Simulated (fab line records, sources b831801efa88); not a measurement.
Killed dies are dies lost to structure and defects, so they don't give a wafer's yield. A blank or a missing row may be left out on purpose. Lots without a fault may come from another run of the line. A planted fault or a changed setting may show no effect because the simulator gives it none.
A struck lot beside a sound one | flow sky130 | 17 steps out of a route of 708
Sound: wafers L991.1, L991.2, L991.3. Struck: wafers L102.1, L102.2, L102.3. The cause comes at the end.
At each step with rows: each side's tool, then ch and its chambers, then its first start. Under that, the readings that differ: sound wafers | struck wafers | difference of the means | sigmas: that difference in standard deviations of wafers without a fault.
alike: readings whose means differ by less than 2 such deviations, and words and numbers that are the same on both sides. not compared: withheld readings, readings that some wafer has no value for, bounds like >300 that may hide the same value, and numbers for which the record gives no deviation and whose values overlap.
The two part at a step that has a row with sigmas, a row that says differs or no value, or rows on one side only. Numbers that don't overlap but have no deviation are shown without sigmas and don't part them. A reading that every wafer of one side lacks parts them only if that side has two wafers or more.

SKY_LDD_HVN_OVL_MEAS_07:
  sound on overlay-01, day 25 01:08; struck on overlay-02, day 28 14:32
  alike: LDD_HVN_OVL
then, 1 step without rows for these wafers: SKY_LDD_HVN_IMPLANT_08.
SKY_LDD_HVN_STRIP_09: strips in O2/N2.
  sound on plasma_asher-01 ch 0,1, day 25 01:20; struck on plasma_asher-01 ch 0,1, day 28 14:48
  alike: drypump_motor_current_A, oes_product_au, strip_time_to_endpoint_s
  not compared: rf_hours_counter_h
SKY_LDD_HVN_TW_MEAS_10:
  sound on film_metro-02, day 25 01:26; struck on film_metro-02, day 28 14:54
  alike: LDD_HVN_TW
then, 7 steps without rows for these wafers: SKY_LDD_HVP_DEHYDRATE_00 (time 60 s); SKY_LDD_HVP_HMDS_01 (prime time 60 s); SKY_LDD_HVP_COAT_02 (resist thk 300 nm); SKY_LDD_HVP_SOFTBAKE_03 (time 60 s); SKY_LDD_HVP_EXPOSE_04 (exposes mask HVPTM, target cd 700 nm); SKY_LDD_HVP_PEB_05; SKY_LDD_HVP_DEVELOP_06 (develop time 60 s).
SKY_LDD_HVP_OVL_MEAS_07:
  sound on overlay-01, day 26 06:43; struck on overlay-02, day 29 19:45
  alike: LDD_HVP_OVL
SKY_LDD_HVP_IMPLANT_08:
  sound on implanter-02 ch 0, day 26 06:45; struck on implanter-03 ch 0, day 29 19:47
  reading            | sound                            | struck                           | difference  | sigmas
  dose_ions_cm2      | 1.7004e+13 1.6991e+13 1.6982e+13 | 8.0648e+13 8.0645e+13 8.0632e+13 | +6.3649e+13 | +99 or more
  faraday_current_uA | 95.5 95.3 97.1                   | 459.5 441.9 460.1                | +357.9      | +99 or more
  alike: beam_on_s
SKY_LDD_HVP_STRIP_09: strips in O2/N2.
  sound on plasma_asher-03 ch 0,1, day 26 06:54; struck on plasma_asher-04 ch 0,1, day 29 19:56
  alike: drypump_motor_current_A, oes_product_au, strip_time_to_endpoint_s
  not compared: rf_hours_counter_h
SKY_LDD_HVP_TW_MEAS_10:
  sound on film_metro-03, day 26 07:00; struck on film_metro-03, day 29 20:02
  reading    | sound             | struck            | difference | sigmas
  LDD_HVP_TW | 456.7 457.6 455.4 | 750.5 745.0 748.1 | +291.3     | +99 or more
then, 1 step without rows for these wafers: SKY_LDD_LDN_DEHYDRATE_00 (time 60 s).
-- the record jumps here: 22 days lie between the struck wafers' starts before and after (it left off in module LDD_LDN and takes up again in module PAD_OPEN, whose first step shown is number 708 of the route) --
SKY_PAD_OPEN_PROBE_99:
  sound on prober-01, day 49 12:50; struck on prober-02, day 51 13:02
  reading                                   | sound                | struck              | difference | sigmas
  model.etest.tip_p_5v.rs_ohm_sq            | 2906 2891 2911       | 943.9 937.2 938.1   | -1962.9    |
  model.etest.pfet_g5v0d10v5.r_on_ohm_um    | 4749 4783 4767       | 4031 4023 4064      | -727       |
  model.etest.pfet_g5v0d10v5.drive_ua_um    | 343.1 340.9 339.8    | 409.1 410.4 412.5   | +69.4      |
  model.etest.tip_p_5v.rs_ohm_sq_range      | 58.16 96.36 89.37    | 19.33 28.04 18.06   | -59.49     |
  model.etest.res_pdiff_hv.rs_ohm_sq        | 188.4 188.5 188.3    | 176.5 176.9 176.4   | -11.8      |
  model.etest.pfet_g5v0d10v5.off_log10_a_um | -12.94 -12.97 -12.79 | -9.148 -9.365 -9.14 | +3.682     |
  model.etest.ring_5v.delay_ps              | 45.2 44.87 45.01     | 42.61 42.28 42.27   | -2.64      |
  alike: killed_at_M0_to_M3, killed_at_M4_up, killed_at_contacts, killed_at_front_end, killed_at_other, killed_dies, killed_open, killed_short
  not compared: model.etest.diode_pdiff_nwell_hv.leak_log10_a_cm2

WHERE THEY PART
First at SKY_LDD_HVP_IMPLANT_08; last, within this record, at SKY_LDD_HVP_TW_MEAS_10. Later steps at which nothing parts them and some readings are alike: SKY_PAD_OPEN_PROBE_99.

WHY: what the simulator had put in
Process parameter drift: implanter-03, from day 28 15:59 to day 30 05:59, at SKY_LDD_HVP_IMPLANT_08. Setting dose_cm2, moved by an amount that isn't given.
